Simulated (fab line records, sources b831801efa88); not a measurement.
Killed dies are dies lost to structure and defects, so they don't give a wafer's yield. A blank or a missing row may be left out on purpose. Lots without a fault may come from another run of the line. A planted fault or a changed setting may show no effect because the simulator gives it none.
fab line records | flow sky130
record lots=6 wafers=18 last_day=50
route steps=708 shown VIA1@471 METAL2@483 PAD_OPEN@708
lots that met no fault: from a run of the same line without faults
start_h: hours from the record's first day to the start of the lot's first wafer shown | wait_h: hours since the lot's step before | " the same as in the row above | L1.1+2: a row that stands for several wafers | - no value, or no start given | * or withheld: withheld | < > ~ a bound
route shown NAME@n: a module of which the file shows steps, and the number in the route of the first | usual: mean/standard deviation of fault-free wafers | same: alike in all rows | chamber/n: place in a boat | sites: the reading at each site | _std_site: their standard deviation | _edge_site: outer sites' mean less inner sites' | radius_mm: how far each site lies from the wafer's centre | mask NAME#n: copy n | behind: the tool/chamber that last shaped the wafer | hold: why the lot was held/for how many hours/how that ended | device: the transistor (n, p or np) that didn't switch | end of line: the same wafers' tests at the end of the route | a step without rows: its recipe alone | killed: dies lost to structure and defects at the first sort, not the wafer's yield | map: a wafer's dies, x killed, . not, _ none there
set.NAME: the setting as run; set.NAME@STEP: as run at that earlier step | model.NAME: the simulator's own value behind a step, which no gauge read
lots at some steps of the route; a table a step, a row a wafer
services: from which hour (start_h, from the record's first day; less than 0 if before it) a tool's chamber was out of use, for how many hours, and why
## steps
# step SKY_VIA1_OVL_MEAS_13
# usual VIA1_OVL=3/4.8
# columns lot.wafer tool chamber start_h wait_h VIA1_OVL[nm]
L240.1 overlay-01 - 780.92 0.1 3
L240.3 " - " " 3
L240.4 " - " " 1
L241.1 overlay-02 - 787.22 0.1 -2
L241.3 " - " " -3
L241.5 " - " " 5
L246.2 overlay-01 - 844.65 0.1 4
L246.4 " - " " 3
L246.6 " - " " 5
L259.2 overlay-01 - 942.02 0.1 7
L259.3 " - " " 6
L259.6 " - " " 4
L261.2 overlay-02 - 955.05 0.1 -1
L261.3 " - " " -3
L261.6 " - " " 2
L263.2 overlay-02 - 959.17 0.1 -3
L263.3 " - " " 2
L263.6 " - " " 5
# step SKY_VIA1_ETCH_14
# recipe chemistry=N2/H2 target=BARC ion_energy_ev=200 source_w=500 bias_w=100 pressure_mtorr=30 n2_flow_sccm=100 h2_flow_sccm=200 stop_on=SiO2 time_s=45.9 target_depth_a=600
# usual drypump_motor_current_A=5.7/0.46 h2_flow_sccm=199.9/0.58 oes_product_au=0.854/0.0044 throttle_valve_pct=13.225/0.0092
# columns lot.wafer tool chamber start_h wait_h drypump_motor_current_A h2_flow_sccm oes_product_au rf_hours_counter_h throttle_valve_pct
L240.1 rie_diel-04 3 780.95 0.0 5.8 199.4 0.858 10 13.211
L240.3 " 0 " " 6.3 199.7 0.850 21 13.224
L240.4 " 1 " " 4.7 200.4 0.857 14 13.243
L241.1 rie_diel-04 0 787.25 0.0 6.4 199.7 0.857 21 13.212
L241.3 " 3 " " 5.8 200.2 0.852 10 13.227
L241.5 " 3 " " 5.8 199.6 0.850 - 13.215
L246.2 rie_diel-04 1 844.68 0.0 4.8 198.8 0.857 17 13.222
L246.4 " 0 " " 6.3 198.7 0.850 - 13.226
L246.6 " 2 " " 6.2 200.3 0.855 - 13.229
L259.2 rie_diel-03 3 942.05 0.0 5.8 199.8 0.854 16 13.229
L259.3 " 2 " " 5.7 199.4 0.854 7 13.229
L259.6 " 0 " " 6.0 200.2 0.858 - 13.223
L261.2 rie_diel-01 3 955.08 0.0 5.5 200.3 0.855 23 13.211
L261.3 " 1 " " 5.5 199.1 0.849 20 13.220
L261.6 " 1 " " 5.5 200.9 0.850 - 13.250
L263.2 rie_diel-01 3 959.20 0.0 5.5 199.2 0.847 23 13.228
L263.3 " 0 " " 5.3 200.5 0.851 19 13.227
L263.6 " 3 " " 5.4 200.3 0.852 - 13.227
# step SKY_VIA1_ETCH_15
# recipe target=SiO2 chemistry=C4F8/O2/Ar target_depth_nm=351 stop_on=TiN mask_material=KrF-thick source_w=1500 bias_w=1200 pressure_mtorr=40 c4f8_flow_sccm=withheld O2_flow_sccm=6 Ar_flow_sccm=300 time_s=54
# usual oes_product_au=0.980/0.0065
# columns lot.wafer tool chamber start_h wait_h oes_product_au rf_hours_counter_h
L240.1 rie_diel-04 3 781.00 0.0 0.986 10
L240.3 " 0 " " 0.980 21
L240.4 " 1 " " 0.982 14
L241.1 rie_diel-04 0 787.30 0.0 0.973 21
L241.3 " 3 " " 0.979 10
L241.5 " 3 " " 0.988 -
L246.2 rie_diel-04 1 844.72 0.0 0.975 17
L246.4 " 0 " " 0.983 -
L246.6 " 2 " " 0.981 -
L259.2 rie_diel-03 3 942.10 0.0 0.981 16
L259.3 " 2 " " 0.986 7
L259.6 " 0 " " 0.988 -
L261.2 rie_diel-01 3 955.12 0.0 0.984 23
L261.3 " 1 " " 0.977 20
L261.6 " 1 " " 0.976 -
L263.2 rie_diel-01 3 959.25 0.0 0.967 23
L263.3 " 0 " " 0.977 19
L263.6 " 3 " " 0.979 -
# step SKY_VIA1_STRIP_16
# recipe chemistry=O2/N2 power_w=1400 pressure_mtorr=1500 platen_temp_c=withheld o2_flow_sccm=3000 n2_flow_sccm=300 overash_fraction=0.5
# step SKY_VIA1_STRIP_17
# recipe chemistry=post_etch_residue_remover time_s=1200 temp_c=72.5
# step SKY_VIA1_CLEAN_18
# recipe chemistry=IPA time_s=180 temp_c=25
# step SKY_VIA1_CLEAN_19
# recipe chemistry=O3/DIW dry=n2_spin
# step SKY_VIA1_SPUTTER_20
# recipe material=TiN target_thk_nm=20 chamber_pressure_pa=5 power_w=4000 time_s=80
# usual chamber_pressure_pa=4.999/0.0096 throttle_valve_pct=29.9/1.1
# columns lot.wafer tool chamber start_h wait_h chamber_pressure_pa throttle_valve_pct
L240.1 pvd_sputter-04 - 781.63 0.0 5.021 32.1
L240.3 " - " " 5.010 29.7
L240.4 " - " " 4.999 30.2
L241.1 pvd_sputter-02 - 787.93 0.0 4.993 29.8
L241.3 " - " " 4.989 29.3
L241.5 " - " " 5.005 31.3
L246.2 pvd_sputter-04 - 845.36 0.0 5.007 31.7
L246.4 " - " " 4.997 30.0
L246.6 " - " " 4.994 32.1
L259.2 pvd_sputter-01 - 942.77 0.0 4.991 28.3
L259.3 " - " " 5.013 28.9
L259.6 " - " " 5.008 28.5
L261.2 pvd_sputter-02 - 955.76 0.0 4.986 31.7
L261.3 " - " " 4.994 29.7
L261.6 " - " " 4.987 29.8
L263.2 pvd_sputter-02 - 959.89 0.0 4.987 28.7
L263.3 " - " " 5.004 31.7
L263.6 " - " " 4.991 29.3
# step SKY_VIA1_CVD_21
# recipe material=W target_thk_nm=270 time_s=80.902 temp_c=400 pressure_torr=40
# usual heater_power_w=867/74
# columns lot.wafer tool chamber start_h wait_h heater_power_w
L240.1 cvd_w-01 1 781.70 0.0 782
L240.3 " 1 " " 794
L240.4 " 0 " " 872
L241.1 cvd_w-02 0 788.00 0.0 817
L241.3 " 1 " " 943
L241.5 " 1 " " 953
L246.2 cvd_w-01 0 845.42 0.0 906
L246.4 " 0 " " 906
L246.6 " 1 " " 767
L259.2 cvd_w-01 0 942.83 0.0 854
L259.3 " 1 " " 768
L259.6 " 1 " " 751
L261.2 cvd_w-01 0 955.82 0.0 871
L261.3 " 0 " " 866
L261.6 " 0 " " 887
L263.2 cvd_w-02 1 959.95 0.0 981
L263.3 " 1 " " 989
L263.6 " 1 " " 978
# step SKY_VIA1_RS_MEAS_22
# recipe thk_meas_gauge=four-point-probe reads=W_of_VIA1_CVD_21+TiN_of_VIA1_SPUTTER_20
# usual VIA1_W_RS=0.431/0.0042
# columns lot.wafer tool chamber start_h wait_h VIA1_W_RS[ohm/sq]
L240.1 film_metro-04 - 781.79 0.1 0.432
L240.3 " - " " 0.436
L240.4 " - " " 0.430
L241.1 film_metro-02 - 788.09 0.1 0.431
L241.3 " - " " 0.431
L241.5 " - " " 0.432
L246.2 film_metro-02 - 845.53 0.1 0.424
L246.4 " - " " 0.424
L246.6 " - " " 0.428
L259.2 film_metro-04 - 942.95 0.1 0.437
L259.3 " - " " 0.430
L259.6 " - " " 0.431
L261.2 film_metro-02 - 955.93 0.1 0.430
L261.3 " - " " 0.429
L261.6 " - " " 0.426
L263.2 film_metro-04 - 960.06 0.1 0.434
L263.3 " - " " 0.427
L263.6 " - " " 0.436
# step SKY_VIA1_THK_MEAS_23
# recipe thk_meas_gauge=xrf reads=W_of_VIA1_CVD_21
# usual VIA1_W_THK=271/3.1
# columns lot.wafer tool chamber start_h wait_h VIA1_W_THK[nm]
L240.1 film_metro-04 - 781.91 0.1 270
L240.3 " - " " 267
L240.4 " - " " 270
L241.1 film_metro-02 - 788.21 0.1 272
L241.3 " - " " 271
L241.5 " - " " 271
L246.2 film_metro-02 - 845.64 0.1 274
L246.4 " - " " 275
L246.6 " - " " 271
L259.2 film_metro-04 - 943.06 0.1 268
L259.3 " - " " 272
L259.6 " - " " 272
L261.2 film_metro-02 - 956.04 0.1 275
L261.3 " - " " 272
L261.6 " - " " 275
L263.2 film_metro-04 - 960.17 0.1 269
L263.3 " - " " 273
L263.6 " - " " 268
# step SKY_VIA1_CMP_24
# recipe stop_on=SiO2 t_overpolish_s=15 down_force_psi=3.5 platen_rpm=60 target_thk_nm=0 pad_velocity_m_s=0.94248
# step SKY_METAL2_SPUTTER_00
# recipe material=Ti target_thk_nm=15 power_w=3000 time_s=10 chamber_pressure_pa=0.4
# usual chamber_pressure_pa=0.4000/0.00072 throttle_valve_pct=29.6/0.82
# columns lot.wafer tool chamber start_h wait_h chamber_pressure_pa throttle_valve_pct
L240.1 pvd_sputter-01 - 782.27 0.2 0.4008 28.3
L240.3 " - " " 0.3996 28.8
L240.4 " - " " 0.4003 29.0
L241.1 pvd_sputter-03 - 788.57 0.2 0.4004 29.5
L241.3 " - " " 0.3999 29.9
L241.5 " - " " 0.4003 29.4
L246.2 pvd_sputter-02 - 845.99 0.2 0.4011 29.7
L246.4 " - " " 0.3995 29.5
L246.6 " - " " 0.4002 29.5
L259.2 pvd_sputter-03 - 943.41 0.2 0.3630 31.0
L259.3 " - " " 0.3618 30.7
L259.6 " - " " 0.3608 30.7
L261.2 pvd_sputter-03 - 956.39 0.2 0.3607 31.1
L261.3 " - " " 0.3626 30.6
L261.6 " - " " 0.3619 31.4
L263.2 pvd_sputter-01 - 960.52 0.1 0.4012 29.0
L263.3 " - " " 0.3998 29.0
L263.6 " - " " 0.3995 29.0
# step SKY_METAL2_SPUTTER_01
# recipe material=TiN target_thk_nm=20 power_w=6500 time_s=16.7 chamber_pressure_pa=0.4
# usual chamber_pressure_pa=0.4000/0.00076 throttle_valve_pct=29.6/0.85
# columns lot.wafer tool chamber start_h wait_h chamber_pressure_pa throttle_valve_pct
L240.1 pvd_sputter-01 - 782.29 0.0 0.4014 28.5
L240.3 " - " " 0.3998 29.1
L240.4 " - " " 0.4010 28.8
L241.1 pvd_sputter-03 - 788.59 0.0 0.3992 29.0
L241.3 " - " " 0.3989 30.2
L241.5 " - " " 0.3993 29.4
L246.2 pvd_sputter-02 - 846.01 0.0 0.4009 29.7
L246.4 " - " " 0.3992 29.1
L246.6 " - " " 0.4010 29.3
L259.2 pvd_sputter-03 - 943.43 0.0 0.3992 29.1
L259.3 " - " " 0.3992 29.5
L259.6 " - " " 0.3997 29.4
L261.2 pvd_sputter-03 - 956.41 0.0 0.4002 29.1
L261.3 " - " " 0.3999 29.3
L261.6 " - " " 0.4007 29.9
L263.2 pvd_sputter-01 - 960.54 0.0 0.4014 28.8
L263.3 " - " " 0.3997 29.0
L263.6 " - " " 0.4002 28.9
# step SKY_PAD_OPEN_PROBE_99
# usual defect_limited_yield=82.3/1.9 killed_at_M0_to_M3=44/6.9 killed_at_M4_up=3.0/1.5 killed_at_contacts=24/5.2 killed_at_front_end=15/4.1 killed_at_other=0.4/0.62 killed_dies=87/9.6 killed_open=47/7 killed_short=40/6.2 sort_bin_3_pad_short=0.9/0.43 sort_bin_5_function=10.5/1.4 sort_bin_6_memory=6.4/1.2 sort_n_pass=405/9.6 sort_yield_pct=82.3/1.9
# same gross_dies=492 killed_at_back_side=0 sort_bin_4_leakage[%]=0 sort_bin_8_speed[%]=0
# columns lot.wafer tool chamber start_h wait_h defect_limited_yield[%] killed_at_M0_to_M3 killed_at_M4_up killed_at_contacts killed_at_front_end killed_at_other killed_dies killed_open killed_short sort_bin_3_pad_short[%] sort_bin_5_function[%] sort_bin_6_memory[%] sort_n_pass sort_yield_pct[%]
L240.1 prober-01 - 1065.24 0.1 81.9 36 3 28 21 1 89 47 41 0.8 11.6 5.7 403 81.9
L240.3 prober-01 - 1065.34 0.2 82.3 42 3 28 14 0 87 46 40 0.6 11.0 6.1 405 82.3
L240.4 prober-01 - 1065.39 0.2 83.7 46 2 17 15 0 80 48 31 0.6 10.6 5.1 412 83.7
L241.1 prober-02 - 1069.62 0.1 78.3 56 3 26 21 1 107 57 49 1.8 11.0 8.9 385 78.3
L241.3 prober-02 - 1069.72 0.2 82.7 50 1 19 14 1 85 51 33 0.4 10.6 6.3 407 82.7
L241.5 prober-02 - 1069.82 0.2 80.3 47 4 21 25 0 97 50 45 1.2 10.6 7.9 395 80.3
L246.2 prober-01 - 1114.51 0.1 83.7 40 6 24 10 0 80 43 37 0.6 9.3 6.3 412 83.7
L246.4 prober-01 - 1114.61 0.2 81.5 44 4 23 19 1 91 51 40 1.2 10.8 6.5 401 81.5
L246.6 prober-01 - 1114.71 0.2 82.3 50 5 17 14 1 87 53 34 0.8 10.2 6.7 405 82.3
L263.2 prober-01 - 1196.19 0.1 80.9 57 2 22 13 0 94 53 40 0.8 12.2 6.1 398 80.9
L263.3 prober-01 - 1196.24 0.2 82.3 43 0 33 10 1 87 50 36 0.6 11.8 5.3 405 82.3
L263.6 prober-01 - 1196.39 0.2 84.6 42 1 23 10 0 76 45 31 1.4 8.5 5.5 416 84.6
# killed by level:class
L240.1 CONTACT:geometric_particle:open=9 VIA1:geometric_particle:open=9 METAL1:geometric_particle:short=7 FIELD_ISO:geometric_particle:open=6 LI_CONTACT:geometric_particle:short=5 CONTACT:geometric_particle:short=5 POLY_GATE:geometric_particle:short=4 LI_CONTACT:geometric_particle:open=4
L240.3 CONTACT:geometric_particle:open=15 VIA1:geometric_particle:open=6 CONTACT:geometric_particle:short=5 VIA1:geometric_particle:short=5 METAL3:geometric_particle:short=5 VIA3:geometric_particle:open=5 FIELD_ISO:geometric_particle:open=4 FIELD_ISO:geometric_particle:short=4
L240.4 VIA1:geometric_particle:open=13 CONTACT:geometric_particle:open=10 METAL1:geometric_particle:short=9 VIA3:geometric_particle:open=7 FIELD_ISO:geometric_particle:open=6 VIA1:geometric_particle:short=5 POLY_GATE:geometric_particle:open=3 METAL2:geometric_particle:short=3
L241.1 VIA1:geometric_particle:open=13 VIA2:geometric_particle:open=11 LOCAL_INTERCONNECT:geometric_particle:short=9 CONTACT:geometric_particle:open=9 METAL2:geometric_particle:short=8 METAL3:geometric_particle:short=5 FIELD_ISO:geometric_particle:open=4 POLY_GATE:geometric_particle:short=4
L241.3 VIA1:geometric_particle:open=11 VIA2:geometric_particle:open=11 METAL1:geometric_particle:short=7 CONTACT:geometric_particle:open=6 VIA3:geometric_particle:open=6 LI_CONTACT:geometric_particle:open=5 LOCAL_INTERCONNECT:geometric_particle:short=5 VIA3:geometric_particle:short=5
L241.5 VIA1:geometric_particle:open=11 VIA3:geometric_particle:open=7 FIELD_ISO:geometric_particle:short=6 LI_CONTACT:geometric_particle:open=6 CONTACT:geometric_particle:short=6 METAL1:geometric_particle:short=6 VIA2:geometric_particle:open=6 CONTACT:geometric_particle:open=5
L246.2 CONTACT:geometric_particle:open=12 METAL2:geometric_particle:short=8 CONTACT:geometric_particle:short=6 VIA1:geometric_particle:open=6 METAL4:geometric_particle:short=6 LI_CONTACT:geometric_particle:open=5 VIA2:geometric_particle:short=5 VIA2:geometric_particle:open=5
L246.4 VIA1:geometric_particle:open=10 FIELD_ISO:geometric_particle:open=8 LI_CONTACT:geometric_particle:open=8 CONTACT:geometric_particle:open=7 FIELD_ISO:geometric_particle:short=6 METAL1:geometric_particle:short=6 METAL2:geometric_particle:short=6 CONTACT:geometric_particle:short=4
L246.6 VIA1:geometric_particle:open=14 CONTACT:geometric_particle:open=9 METAL2:geometric_particle:short=7 POLY_GATE:geometric_particle:open=6 VIA2:geometric_particle:open=6 VIA3:geometric_particle:open=5 LOCAL_INTERCONNECT:geometric_particle:short=4 VIA1:geometric_particle:short=4
L263.2 VIA1:geometric_particle:open=17 VIA3:geometric_particle:open=9 CONTACT:geometric_particle:open=8 METAL1:geometric_particle:short=8 VIA2:geometric_particle:open=7 VIA2:geometric_particle:short=6 METAL2:geometric_particle:short=5 LI_CONTACT:geometric_particle:open=5
L263.3 VIA1:geometric_particle:open=12 CONTACT:geometric_particle:open=10 LI_CONTACT:geometric_particle:open=6 VIA3:geometric_particle:open=6 LOCAL_INTERCONNECT:geometric_particle:short=6 CONTACT:geometric_particle:short=5 LI_CONTACT:geometric_particle:short=4 METAL3:geometric_particle:short=4
L263.6 VIA1:geometric_particle:open=9 LI_CONTACT:geometric_particle:open=7 CONTACT:geometric_particle:open=7 VIA2:geometric_particle:open=6 VIA3:geometric_particle:open=6 METAL1:geometric_particle:short=5 METAL3:geometric_particle:short=5 CONTACT:geometric_particle:short=4
## services
# columns tool chamber start_h hours kind
cvd_w-02 1 763.57 2.5 repair
pvd_sputter-03 - 766.60 3.1 repair
rie_diel-03 2 769.49 6.9 repair
rie_diel-03 - 793.43 4.3 pm
cvd_w-02 1 794.45 1.2 repair
rie_diel-01 - 794.66 0.3 repair
rie_diel-01 0 804.37 5.6 repair
rie_diel-03 - 808.04 0.5 repair
rie_diel-04 3 820.79 5.2 repair
rie_diel-01 0 831.12 6.0 repair
rie_diel-04 3 839.37 5.7 repair
cvd_w-02 1 851.96 3.1 repair
rie_diel-03 2 865.34 3.5 repair
pvd_sputter-04 - 865.95 3.0 repair
pvd_sputter-01 - 870.55 4.3 repair
cvd_w-01 - 904.00 14.0 pm
cvd_w-01 0 904.00 14.0 vent_cycle
cvd_w-01 1 904.07 4.9 repair
rie_diel-03 1 906.54 17.6 repair
rie_diel-01 1 922.30 16.1 repair
rie_diel-01 - 931.00 1.1 repair
rie_diel-04 0 951.38 - clean
rie_diel-04 0 951.38 19.6 scheduled_down
rie_diel-04 0 951.38 19.6 vent_cycle
## key
first_sign step=SKY_METAL2_SPUTTER_00 reading=chamber_pressure_pa direction=down sigmas=53 usual=0.4000 struck=0.3618
effect step=SKY_METAL2_SPUTTER_00 reading=throttle_valve_pct direction=up sigmas=1.6 usual=29.6 struck=30.9
met_at SKY_METAL2_SPUTTER_00
struck_wafers L259.2,L259.3,L259.6,L261.2,L261.3,L261.6
onset_between 788.57 943.41
fault kind=process_parameter_drift tool=pvd_sputter-03 chamber=- onset_h=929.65 steps=SKY_METAL2_SPUTTER_00 channel=chamber_pressure_pa offset=-0.038029 shape=step end_h=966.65 acts_in=these_recipes_only stated=0.4
